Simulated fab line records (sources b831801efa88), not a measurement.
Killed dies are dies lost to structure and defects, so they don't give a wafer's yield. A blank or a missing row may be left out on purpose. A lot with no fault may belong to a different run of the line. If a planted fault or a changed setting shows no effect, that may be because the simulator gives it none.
A lot that was struck, set against a sound lot | flow gf180mcu | 14 out of 602 route steps
Sound: wafers L483.1, L483.3, L483.5. The struck wafers were L497.1, L497.2, L497.4. At the end, the cause is stated.
Per side, at each step with rows, come the tool, then ch with its chambers, and then its first start. Under that, the readings that differ: sound wafers | struck wafers | difference of the means | sigmas: that difference in standard deviations of wafers without a fault.
alike: same words and numbers on both sides, and readings whose means sit less than 2 such deviations apart. not compared: any withheld reading, any reading some wafer has no value for, any bound like >300 that may hide the same value, and any number with overlapping values for which the record gives no deviation.
Wherever a step has rows on one side only, a row that says differs or no value, or a row with sigmas, the two part there. Numbers that have no deviation but don't overlap get no sigmas and don't part them. A reading that every wafer of one side lacks parts them only if that side has two wafers or more.

first, 2 steps without rows for these wafers: GF_M2_CLEAN_19 (cleans in DIW); GF_V2_CVD_00 (deposits SiO2, target thk 600 nm, time 100 s).
GF_V2_THK_MEAS_01:
  sound on film_metro-03, day 21 02:16; struck on film_metro-01, day 25 22:42
  alike: V2_CVD_00_THK
GF_V2_CVD_02: deposits SiO2 from TEOS, target thk 850 nm, time 94.851 s.
  sound on pecvd-03 ch 1,2, day 21 02:20; struck on pecvd-03 ch 0,1,2, day 25 22:46
  alike: heater_power_w
GF_V2_THK_MEAS_03:
  sound on film_metro-02, day 21 02:24; struck on film_metro-01, day 25 22:50
  alike: V2_CVD_02_THK
GF_V2_CMP_04: polishes SiO2.
  sound on cmp-02 ch 0,1, day 21 02:28; struck on cmp-01 ch 0,2,3, day 25 22:53
  reading                | sound    | struck   | difference | sigmas
  time_to_endpoint_s (s) | 83 79 89 | 72 73 74 | -11        | -2
  alike: motor_current_A
GF_V2_BOW_MEAS_05:
  sound on film_metro-03, day 21 02:46; struck on film_metro-02, day 25 23:11
  alike: V2_BOW
then, 5 steps without rows for these wafers: GF_V2_DEHYDRATE_06 (time 60 s); GF_V2_HMDS_07 (prime time 60 s); GF_V2_COAT_08; GF_V2_COAT_09 (resist thk 1015 nm); GF_V2_SOFTBAKE_10 (time 60 s).
GF_V2_EXPOSE_11: exposes mask Via2, target cd 260 nm.
  sound on krf_scanner-01 ch 0, day 21 15:13; struck on krf_scanner-02, day 26 09:28
  no value came back on the struck wafers for exposure_dose_mJ_cm2, focus_offset_nm (nm); on the sound wafers exposure_dose_mJ_cm2 reads 38.20 38.18 38.20
  alike: mask
then, 1 step without rows for these wafers: GF_V2_PEB_12 (peb time 90 s).

== WHERE THEY PART ==
At GF_V2_CMP_04 first; at GF_V2_EXPOSE_11 last (within this record only).

WHY: what had been put in by the simulator
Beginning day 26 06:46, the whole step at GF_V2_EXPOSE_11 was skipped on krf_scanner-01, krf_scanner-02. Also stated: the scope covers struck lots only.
